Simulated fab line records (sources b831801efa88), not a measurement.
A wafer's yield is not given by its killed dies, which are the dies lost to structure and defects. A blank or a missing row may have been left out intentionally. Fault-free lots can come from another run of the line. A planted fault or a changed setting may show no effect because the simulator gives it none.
A lot that was struck, set against a sound lot ; flow sky130 ; 18 steps out of a route of 708
Sound: these wafers, L586.1, L586.2, L586.6. Struck: wafer L590.4 (left out: L590.3, L590.5 of the same lot, which were not struck); the cause appears at the end.
At each step with rows: each side's tool, then ch and its chambers, then its first start. Under that, the readings that differ: sound wafers ; struck wafers ; difference of the means ; sigmas: that difference in standard deviations of wafers without a fault.
alike: same words and numbers on both sides, and readings whose means sit less than 2 such deviations apart. not compared: any withheld reading, any reading some wafer has no value for, any bound like >300 that may hide the same value, and any number with overlapping values for which the record gives no deviation.
A row with sigmas, a row that says differs or no value, or rows on one side alone: a step with any of these is where the two part. Non-overlapping numbers with no deviation appear without sigmas and do not part them. A reading that every wafer of one side lacks parts them only if that side has two wafers or more.

first, 3 steps without rows for these wafers: SKY_VIA2_EXPOSE_09 (exposes mask VIM2, target cd 200 nm); SKY_VIA2_PEB_10; SKY_VIA2_DEVELOP_11 (develop time 60 s).
SKY_VIA2_CD_MEAS_12: the cd target is 200 nm.
  sound on cd sem-01 at day 37 20:52; struck on cd sem-02 at day 39 03:44
  alike: cd nm
SKY_VIA2_OVL_MEAS_13:
  sound on overlay-02 at day 37 20:59; struck on overlay-01 at day 39 03:49
  alike: VIA2_OVL
SKY_VIA2_ETCH_14: etches BARC in N2/H2, stops on SiO2, time 45.9 s, target depth 60 nm.
  sound on rie diel-04 ch 0,2,3, day 37 21:02; struck on rie diel-04 ch 2, day 39 03:51
reading;sound;struck;difference;sigmas
throttle valve pct (%);13.223 13.224 13.223;13.204;-0.019;-2
  alike: bias w, drypump motor current A, oes product au
  not compared: rf hours counter h
SKY_VIA2_ETCH_15: etches SiO2 in C4F8/O2/Ar, stops on TiN, target depth 546 nm, time 84 s.
  sound on rie diel-04 ch 0,2,3, day 37 21:04; struck on rie diel-04 ch 2, day 39 03:53
  alike: bias w, oes product au
  not compared: rf hours counter h
SKY_VIA2_STRIP_16: strips in O2/N2.
  sound on plasma asher-01 ch 0,1, day 37 21:08; struck on plasma asher-04 ch 1, day 39 03:59
  alike: drypump motor current A, oes product au, strip time to endpoint s
  not compared: rf hours counter h
then, 3 steps without rows for these wafers: SKY_VIA2_STRIP_17 (strips in post etch residue remover, time 1200 s); SKY_VIA2_CLEAN_18 (cleans in IPA, time 180 s); SKY_VIA2_CLEAN_19 (cleans in O3/DIW).
SKY_VIA2_SPUTTER_20: material TiN, target thk 20 nm, time 80 s.
  sound on pvd sputter-04 at day 37 21:43; struck on pvd sputter-03 at day 39 04:33
  alike: throttle valve pct
SKY_VIA2_CVD_21: deposits W, target thk 420 nm, time 126.4 s.
  sound on cvd w-02 ch 0,1, day 37 21:47; struck on cvd w-02 ch 1, day 39 04:39
reading;sound;struck;difference;sigmas
susceptor temp C (C);400.00 399.97 400.00;393.36;-6.63;-33
model.W_of_VIA2_CVD_21.thk nm (nm);411.5 419.7 414.7;373.2;-42.1;
  alike: heater power w
SKY_VIA2_RS_MEAS_22: the measuring method here is four-point-probe.
  sound on film metro-03 at day 37 21:55; struck on film metro-03 at day 39 04:47
reading;sound;struck;difference;sigmas
VIA2_W_RS (ohm/sq);0.2785 0.2733 0.2768;0.3074;+0.0312;+10
SKY_VIA2_THK_MEAS_23: measures by xrf.
  sound on film metro-03 at day 37 22:02; struck on film metro-03 at day 39 04:53
reading;sound;struck;difference;sigmas
VIA2_W_THK (nm);399 409 406;371;-34;-7
SKY_VIA2_CMP_24: polishes, stops on SiO2, t overpolish 20 s, target thk 0 nm.
  sound on cmp-01 ch 0,1,3, day 37 22:06; struck on cmp-02 ch 3, day 39 04:58
reading;sound;struck;difference;sigmas
platen rpm (rpm);60.04 59.88 59.94;60.07;+0.12;+3
time to endpoint s (s);97 100 101;88;-11;-3
  alike: motor current A
SKY_METAL3_SPUTTER_00: material Ti, target thk 15 nm, time 10 s.
  sound on pvd sputter-03 at day 37 22:24; struck on pvd sputter-02 at day 39 05:13
  alike: throttle valve pct
SKY_PAD_OPEN_PROBE_99:
  rows exist in the record for the sound wafers here (prober-01, day 47 00:56), none for the struck ones

## WHERE THEY PART
Last at SKY_PAD_OPEN_PROBE_99 as far as this record goes, first at SKY_VIA2_ETCH_14.

WHY: whatever the simulator had introduced
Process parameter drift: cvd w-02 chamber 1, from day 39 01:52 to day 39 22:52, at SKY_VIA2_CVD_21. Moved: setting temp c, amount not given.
